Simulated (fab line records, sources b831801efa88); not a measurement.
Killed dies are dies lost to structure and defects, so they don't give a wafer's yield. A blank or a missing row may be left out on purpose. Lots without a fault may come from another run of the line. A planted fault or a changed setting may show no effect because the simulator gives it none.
fab line records | flow sfq_line
record lots=15 wafers=45 last_day=91
route steps=325 shown M6@253 I7@309 M8@321
lots that met no fault: from a run of the same line without faults
start_h: hours from the record's first day to the start of the lot's first wafer shown | wait_h: hours since the lot's step before | " the same as in the row above | L1.1+2: a row that stands for several wafers | - no value, or no start given | * or withheld: withheld | < > ~ a bound
route shown NAME@n: a module of which the file shows steps, and the number in the route of the first | usual: mean/standard deviation of fault-free wafers | same: alike in all rows | chamber/n: place in a boat | sites: the reading at each site | _std_site: their standard deviation | _edge_site: outer sites' mean less inner sites' | radius_mm: how far each site lies from the wafer's centre | mask NAME#n: copy n | behind: the tool/chamber that last shaped the wafer | hold: why the lot was held/for how many hours/how that ended | device: the transistor (n, p or np) that didn't switch | end of line: the same wafers' tests at the end of the route | a step without rows: its recipe alone | killed: dies lost to structure and defects at the first sort, not the wafer's yield | map: a wafer's dies, x killed, . not, _ none there
set.NAME: the setting as run; set.NAME@STEP: as run at that earlier step | model.NAME: the simulator's own value behind a step, which no gauge read
steps of the route over a sample of lots; a table a step, a row a wafer
services: from which hour (start_h, from the record's first day; less than 0 if before it) a tool's chamber was out of use, for how many hours, and why
## steps
# step SFQ_M6_RS_MEAS_938
# recipe thk_meas_gauge=four-point-probe reads=Nb_of_TRILAYER_M6_DEP_SPUTTER_157
# usual M6_NB_RS=0.893/0.0099
# columns lot.wafer tool chamber start_h wait_h M6_NB_RS[ohm/sq]
L662.1 film_metro-03 - 1653.49 0.0 0.879
L662.2 " - " " 0.875
L662.6 " - " " 0.877
L663.1 film_metro-03 - 1665.62 0.0 0.893
L663.4 " - " " 0.886
L663.6 " - " " 0.891
L664.3 film_metro-01 - 1724.23 0.1 0.882
L664.4 " - " " 0.891
L664.5 " - " " 0.896
L665.2 film_metro-03 - 1752.71 0.1 0.881
L665.5 " - " " 0.880
L665.6 " - " " 0.882
L666.1 film_metro-02 - 1757.61 0.0 0.877
L666.4 " - " " 0.880
L666.6 " - " " 0.876
L668.2 film_metro-03 - 1779.23 0.1 0.892
L668.3 " - " " 0.894
L668.5 " - " " 0.891
L670.1 film_metro-03 - 1786.61 0.0 0.885
L670.2 " - " " 0.885
L670.3 " - " " 0.896
L671.1 film_metro-01 - 1795.11 0.0 0.884
L671.2 " - " " 0.892
L671.6 " - " " 0.899
L673.1 film_metro-02 - 1814.43 0.0 0.909
L673.3 " - " " 0.915
L673.6 " - " " 0.913
L676.1 film_metro-02 - 1829.43 0.0 0.906
L676.2 " - " " 0.884
L676.4 " - " " 0.904
L679.1 film_metro-03 - 1843.36 0.0 0.890
L679.3 " - " " 0.893
L679.6 " - " " 0.893
L680.1 film_metro-01 - 1852.52 0.0 0.884
L680.3 " - " " 0.882
L680.6 " - " " 0.882
L682.2 film_metro-03 - 1866.34 0.1 0.878
L682.3 " - " " 0.876
L682.5 " - " " 0.882
L684.1 film_metro-01 - 1879.70 0.0 0.899
L684.2 " - " " 0.895
L684.6 " - " " 0.886
L685.1 film_metro-02 - 1883.12 0.0 0.899
L685.2 " - " " 0.898
L685.4 " - " " 0.910
# step SFQ_TRILAYER_M6_STRIP_STRIP_163
# recipe gas=O2 power_w=200 platen_temp_c=40 overash_fraction=0.65 chemistry=O2 pressure_mtorr=50
# usual drypump_motor_current_A=5.4/0.42 he_backside_leak_sccm=3.56/0.25 oes_product_au=1.002/0.0099
# columns lot.wafer tool chamber start_h wait_h drypump_motor_current_A he_backside_leak_sccm oes_product_au rf_hours_counter_h
L662.1 rie_metal-02 0 1736.82 0.1 5.8 3.60 1.009 6
L662.2 " 1 " " 4.8 3.34 0.987 81
L662.6 " 1 " " 4.8 3.32 0.982 -
L663.1 rie_metal-03 1 1752.99 0.1 4.9 3.60 0.991 33
L663.4 " 0 " " 5.6 3.13 1.016 -
L663.6 " 0 " " 5.6 3.22 1.013 -
L664.3 rie_metal-02 1 1754.39 0.2 4.8 3.40 0.991 -
L664.4 " 0 " " 5.8 3.61 1.023 -
L664.5 " 0 " " 5.8 3.60 1.018 -
L665.2 rie_metal-03 1 1755.39 0.1 4.9 3.66 1.000 33
L665.5 " 1 " " 4.9 3.65 0.994 -
L665.6 " 0 " " 5.7 3.22 1.003 -
L666.1 rie_metal-01 1 1788.31 0.1 5.0 3.46 0.999 100
L666.4 " 0 " " 5.9 3.94 1.011 -
L666.6 " 1 " " 5.0 3.54 1.010 -
L668.2 rie_metal-02 1 1790.71 0.1 4.8 3.43 1.002 88
L668.3 " 1 " " 4.8 3.50 0.999 -
L668.5 " 0 " " 5.8 3.73 1.033 -
L670.1 rie_metal-03 0 1793.11 0.1 5.6 3.28 1.007 38
L670.2 " 1 " " 4.9 3.48 0.990 39
L670.3 " 0 " " 5.6 3.40 1.002 -
L671.1 rie_metal-01 1 1797.76 0.1 5.0 3.60 1.001 101
L671.2 " 0 " " 5.8 3.81 1.018 103
L671.6 " 1 " " 5.0 3.63 0.998 -
L673.1 rie_metal-02 0 1840.26 0.1 5.8 3.51 1.022 20
L673.3 " 1 " " 4.8 3.31 1.000 -
L673.6 " 1 " " 4.8 3.49 0.994 -
L676.1 rie_metal-01 1 1854.09 0.1 5.0 3.47 0.999 108
L676.2 " 0 " " 5.8 3.62 1.007 110
L676.4 " 1 " " 5.0 3.49 0.997 -
L679.1 rie_metal-01 0 1862.93 0.1 5.8 3.79 1.002 112
L679.3 " 1 " " 5.0 3.29 1.007 -
L679.6 " 0 " " 5.8 3.80 0.997 -
L680.1 rie_metal-01 0 1867.29 0.1 5.8 3.83 0.998 113
L680.3 " 1 " " 5.0 3.48 1.000 -
L680.6 " 0 " " 5.8 3.89 1.017 -
L682.2 rie_metal-03 1 1874.49 0.1 4.9 3.47 0.994 50
L682.3 " 1 " " 4.9 3.50 0.998 -
L682.5 " 1 " " 4.9 3.48 1.002 -
L684.1 rie_metal-02 1 1893.24 0.1 4.8 3.47 0.989 102
L684.2 " 0 " " 5.8 3.60 1.017 31
L684.6 " 0 " " 5.8 3.48 1.016 -
L685.1 rie_metal-03 0 1896.84 0.1 5.6 2.97 1.001 52
L685.2 " 1 " " 4.9 3.57 0.987 53
L685.4 " 0 " " 5.6 3.11 1.003 -
# step SFQ_TRILAYER_I7_VIA_STRIP_STRIP_191
# recipe gas=O2 power_w=200 platen_temp_c=40 overash_fraction=0.65 chemistry=O2 pressure_mtorr=50
# usual drypump_motor_current_A=5.3/0.49 he_backside_leak_sccm=3.46/0.29 oes_product_au=1.000/0.013
# columns lot.wafer tool chamber start_h wait_h drypump_motor_current_A he_backside_leak_sccm oes_product_au rf_hours_counter_h
L662.1 rie_metal-01 0 1878.81 - 5.8 4.04 1.002 115
L662.2 " 1 " " 5.0 3.41 1.004 112
L662.6 " 1 " " 5.0 3.40 1.004 -
L663.1 rie_metal-04 1 1894.41 - 6.2 3.35 1.009 83
L663.4 " 1 " " 6.2 3.40 1.010 -
L663.6 " 1 " " 6.2 3.49 0.999 -
L664.3 rie_metal-01 1 1895.81 - 5.0 3.64 0.984 -
L664.4 " 0 " " 5.9 3.90 0.994 -
L664.5 " 1 " " 5.0 3.49 0.989 -
L665.2 rie_metal-04 1 1898.01 - 6.2 3.60 1.001 84
L665.5 " 0 " " 5.0 3.33 0.981 -
L665.6 " 1 " " 6.2 3.64 1.002 -
L666.1 rie_metal-02 0 1912.41 - 5.8 3.68 1.026 35
L666.4 " 0 " " 5.8 3.57 1.021 -
L666.6 " 0 " " 5.8 3.83 1.025 -
L668.2 rie_metal-04 0 1917.21 - 5.0 3.01 0.995 8
L668.3 " 1 " " 6.1 3.69 1.013 -
L668.5 " 1 " " 6.2 3.55 1.018 -
L670.1 rie_metal-02 0 1920.81 - 5.8 3.73 1.024 36
L670.2 " 1 " " 4.8 3.52 0.993 107
L670.3 " 0 " " 5.8 3.72 1.012 -
L671.1 rie_metal-01 1 1922.01 - 5.0 3.59 0.993 122
L671.2 " 1 " " 5.0 3.49 1.000 -
L671.6 " 1 " " 5.0 3.61 0.999 -
L673.1 rie_metal-02 1 2044.56 - 4.8 3.31 0.978 2
L673.3 " 1 " " 4.8 3.34 0.979 -
L673.6 " 0 " " 5.8 3.60 1.014 -
L676.1 rie_metal-02 0 2132.16 - 5.8 3.65 1.018 63
L676.2 " 1 " " 4.8 3.41 0.989 14
L676.4 " 1 " " 4.8 3.44 0.982 -
L679.1 rie_metal-02 1 2144.29 - 4.8 3.40 0.983 15
L679.3 " 0 " " 5.8 3.61 1.019 -
L679.6 " 1 " " 4.8 3.42 0.989 -
L680.1 rie_metal-04 0 2145.49 - 5.1 3.19 0.994 34
L680.3 " 0 " " 5.0 3.12 0.996 -
L680.6 " 0 " " 5.0 3.01 0.994 -
L682.2 rie_metal-02 1 2161.09 - 4.8 3.44 0.976 18
L682.3 " 0 " " 5.8 3.67 1.011 -
L682.5 " 0 " " 5.8 3.77 1.019 -
L684.1 rie_metal-01 0 2176.80 - 5.8 2.99 1.011 30
L684.2 " 1 " " 5.0 3.36 1.011 22
L684.6 " 0 " " 5.9 3.00 0.998 -
L685.1 rie_metal-02 1 2178.11 - 4.8 3.30 0.993 20
L685.2 " 0 " " 5.8 3.74 1.015 70
L685.4 " 0 " " 5.8 3.99 1.025 -
# step SFQ_TRILAYER_M8_DEP_EVAP_196
# recipe material=Au angular_spread_deg=1 target_thk_nm=180 time_s=900 power_w=2000
# columns lot.wafer tool chamber start_h wait_h
L662.1+2+6 pvd_sputter-01 - 1971.52 0.1
L663.1+4+6 pvd_sputter-02 - 1996.72 0.1
L664.3+4+5 pvd_sputter-01 - 1999.12 0.1
L665.2+5+6 pvd_sputter-02 - 2004.05 0.1
L666.1+4+6 pvd_sputter-01 - 2016.58 0.1
L668.2+3+5 pvd_sputter-01 - 2021.38 0.1
L670.1+2+3 pvd_sputter-01 - 2027.38 0.1
L671.1+2+6 pvd_sputter-02 - 2029.63 0.1
L673.1+3+6 pvd_sputter-01 - 2125.03 0.1
L676.1+2+4 pvd_sputter-01 - 2135.99 0.1
L679.1+3+6 pvd_sputter-02 - 2175.35 0.1
L680.1+3+6 pvd_sputter-01 - 2176.55 0.1
L682.2+3+5 pvd_sputter-01 - 2178.95 0.1
L684.1+2+6 pvd_sputter-01 - 2181.35 0.1
L685.1+2+4 pvd_sputter-02 - 2182.55 0.1
# step SFQ_M8_RS_MEAS_949
# recipe thk_meas_gauge=four-point-probe reads=Au_of_TRILAYER_M8_DEP_EVAP_196+Pt_of_TRILAYER_M8_DEP_EVAP_198+Ti_of_TRILAYER_M8_DEP_EVAP_197
# usual M8_AU_RS=0.1534/0.0019
# columns lot.wafer tool chamber start_h wait_h hold M8_AU_RS[ohm/sq]
L662.1 film_metro-01 - 1972.04 0.3 - 0.1509
L662.2 " - " " - 0.1476
L662.6 " - " " - 0.1523
L663.1 film_metro-03 - 1997.24 0.3 - 0.1528
L663.4 " - " " - 0.1533
L663.6 " - " " - 0.1530
L664.3 film_metro-01 - 1999.68 0.3 - 0.1508
L664.4 " - " " - 0.1549
L664.5 " - " " - 0.1546
L665.2 film_metro-03 - 2004.59 0.3 - 0.1543
L665.5 " - " " - 0.1533
L665.6 " - " " - 0.1525
L666.1 film_metro-01 - 2017.10 0.3 - 0.1521
L666.4 " - " " - 0.1559
L666.6 " - " " - 0.1547
L668.2 film_metro-02 - 2021.92 0.3 - 0.1532
L668.3 " - " " - 0.1518
L668.5 " - " " - 0.1517
L670.1 film_metro-01 - 2027.90 0.3 - 0.1539
L670.2 " - " " - 0.1559
L670.3 " - " " - 0.1517
L671.1 film_metro-03 - 2030.15 0.3 - 0.1528
L671.2 " - " " - 0.1524
L671.6 " - " " - 0.1531
L673.1 film_metro-03 - 2125.55 0.3 - 0.1547
L673.3 " - " " - 0.1577
L673.6 " - " " - 0.1575
L676.1 film_metro-02 - 2136.51 0.3 - 0.1555
L676.2 " - " " - 0.1540
L676.4 " - " " - 0.1572
L679.1 film_metro-01 - 2175.87 0.3 - 0.1534
L679.3 " - " " - 0.1531
L679.6 " - " " - 0.1543
L680.1 film_metro-02 - 2177.07 0.3 await_dispo/0.2h/release 0.1272
L680.3 " - " " await_dispo/0.2h/release 0.1547
L680.6 " - " " await_dispo/0.2h/release 0.1536
L680.1 film_metro-02 - 2177.36 0.3 - 0.1274
L680.3 " - " " - 0.1546
L680.6 " - " " - 0.1534
L682.2 film_metro-01 - 2179.49 0.3 await_dispo/0.2h/release 0.1510
L682.3 " - " " await_dispo/0.2h/release 0.1507
L682.5 " - " " await_dispo/0.2h/release 0.1245
L682.2 film_metro-01 - 2179.78 0.3 - 0.1509
L682.3 " - " " - 0.1508
L682.5 " - " " - 0.1241
L684.1 film_metro-03 - 2181.87 0.3 await_dispo/0.2h/release 0.1270
L684.2 " - " " await_dispo/0.2h/release 0.1536
L684.6 " - " " await_dispo/0.2h/release 0.1544
L684.1 film_metro-03 - 2182.16 0.3 - 0.1267
L684.2 " - " " - 0.1541
L684.6 " - " " - 0.1542
L685.1 film_metro-01 - 2183.07 0.3 - 0.1523
L685.2 " - " " - 0.1505
L685.4 " - " " - 0.1503
# step SFQ_M8_THK_MEAS_950
# recipe thk_meas_gauge=xrf reads=Au_of_TRILAYER_M8_DEP_EVAP_196
# usual M8_AU_THK=180.3/2.3
# columns lot.wafer tool chamber start_h wait_h hold M8_AU_THK[nm]
L662.1 film_metro-01 - 1972.16 0.1 - 182.1
L662.2 " - " " - 187.0
L662.6 " - " " - 180.4
L663.1 film_metro-03 - 1997.36 0.1 - 180.7
L663.4 " - " " - 181.3
L663.6 " - " " - 180.0
L664.3 film_metro-01 - 1999.78 0.1 - 182.1
L664.4 " - " " - 177.5
L664.5 " - " " - 177.4
L665.2 film_metro-03 - 2004.70 0.1 - 179.5
L665.5 " - " " - 181.0
L665.6 " - " " - 181.5
L666.1 film_metro-01 - 2017.22 0.1 - 184.0
L666.4 " - " " - 178.6
L666.6 " - " " - 180.5
L668.2 film_metro-02 - 2022.03 0.1 - 181.0
L668.3 " - " " - 183.3
L668.5 " - " " - 183.4
L670.1 film_metro-01 - 2028.02 0.1 - 180.7
L670.2 " - " " - 178.6
L670.3 " - " " - 183.3
L671.1 film_metro-03 - 2030.27 0.1 - 180.5
L671.2 " - " " - 181.3
L671.6 " - " " - 180.7
L673.1 film_metro-03 - 2125.67 0.1 - 179.7
L673.3 " - " " - 177.1
L673.6 " - " " - 176.4
L676.1 film_metro-02 - 2136.63 0.1 - 178.1
L676.2 " - " " - 179.6
L676.4 " - " " - 176.9
L679.1 film_metro-01 - 2175.99 0.1 - 178.9
L679.3 " - " " - 178.6
L679.6 " - " " - 177.1
L680.1 film_metro-02 - 2181.05 3.7 await_dispo/0.2h/release 216.4
L680.3 " - " " await_dispo/0.2h/release 179.1
L680.6 " - " " await_dispo/0.2h/release 180.7
L680.1 film_metro-02 - 2181.28 0.2 - 216.4
L680.3 " - " " - 179.9
L680.6 " - " " - 180.9
L685.1 film_metro-01 - 2183.19 0.1 - 179.7
L685.2 " - " " - 182.2
L685.4 " - " " - 183.0
L682.2 film_metro-01 - 2184.93 5.1 await_dispo/0.2h/release 182.3
L682.3 " - " " await_dispo/0.2h/release 183.2
L682.5 " - " " await_dispo/0.2h/release 221.6
L682.2 film_metro-01 - 2185.16 0.2 - 182.8
L682.3 " - " " - 183.6
L682.5 " - " " - 221.8
L684.1 film_metro-03 - 2186.38 4.2 await_dispo/0.2h/release 219.4
L684.2 " - " " await_dispo/0.2h/release 181.0
L684.6 " - " " await_dispo/0.2h/release 181.2
L684.1 film_metro-03 - 2186.61 0.2 - 219.8
L684.2 " - " " - 181.2
L684.6 " - " " - 181.0
## services
# columns tool chamber start_h hours kind
pvd_sputter-01 - 1787.64 0.8 repair
rie_metal-04 1 1825.49 3.2 repair
pvd_sputter-01 - 1850.88 1.6 repair
rie_metal-02 1 1857.09 10.3 repair
pvd_sputter-02 - 1863.71 1.1 repair
rie_metal-02 - 1898.14 1.4 pm
pvd_sputter-02 - 1911.46 2.1 repair
pvd_sputter-02 - 1938.40 9.2 repair
rie_metal-04 0 1941.52 5.3 repair
rie_metal-02 1 1949.87 9.9 repair
rie_metal-01 0 1952.70 18.8 repair
rie_metal-01 - 1987.90 0.8 repair
rie_metal-02 1 2003.49 - clean
rie_metal-02 1 2003.49 - consumable_replace:focus_ring
pvd_sputter-01 - 2008.34 3.7 repair
rie_metal-03 - 2054.90 0.2 repair
rie_metal-04 1 2078.97 3.3 repair
pvd_sputter-01 - 2082.20 0.8 repair
pvd_sputter-01 - 2082.89 7.8 repair
rie_metal-03 - 2085.93 15.6 pm
pvd_sputter-01 - 2160.71 0.5 repair
pvd_sputter-02 - 2162.11 2.3 repair
rie_metal-02 1 2170.20 2.2 repair
rie_metal-01 - 2179.39 0.2 repair
## key
first_sign step=SFQ_M8_RS_MEAS_949 reading=visit direction=added
effect step=SFQ_M8_RS_MEAS_949 reading=M8_AU_RS direction=down sigmas=15 usual=0.1534 struck=0.1262
effect step=SFQ_M8_THK_MEAS_950 reading=visit direction=added
effect step=SFQ_M8_THK_MEAS_950 reading=M8_AU_THK direction=up sigmas=17 usual=180.3 struck=219.1
met_at SFQ_TRILAYER_M8_DEP_EVAP_196
struck_lots L680,L682,L684
struck_wafers L680.1,L682.5,L684.1
not_acting_at SFQ_M6_RS_MEAS_938,SFQ_TRILAYER_M6_STRIP_STRIP_163,SFQ_TRILAYER_I7_VIA_STRIP_STRIP_191
onset_between 2135.99 2176.55
fault kind=process_parameter_drift tool=pvd_sputter-01 chamber=- onset_h=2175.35 steps=SFQ_TRILAYER_M8_DEP_EVAP_196 channel=target_thk_nm offset=37.671 shape=step end_h=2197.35 scope=struck_wafers_only acts_in=these_recipes_only stated=180
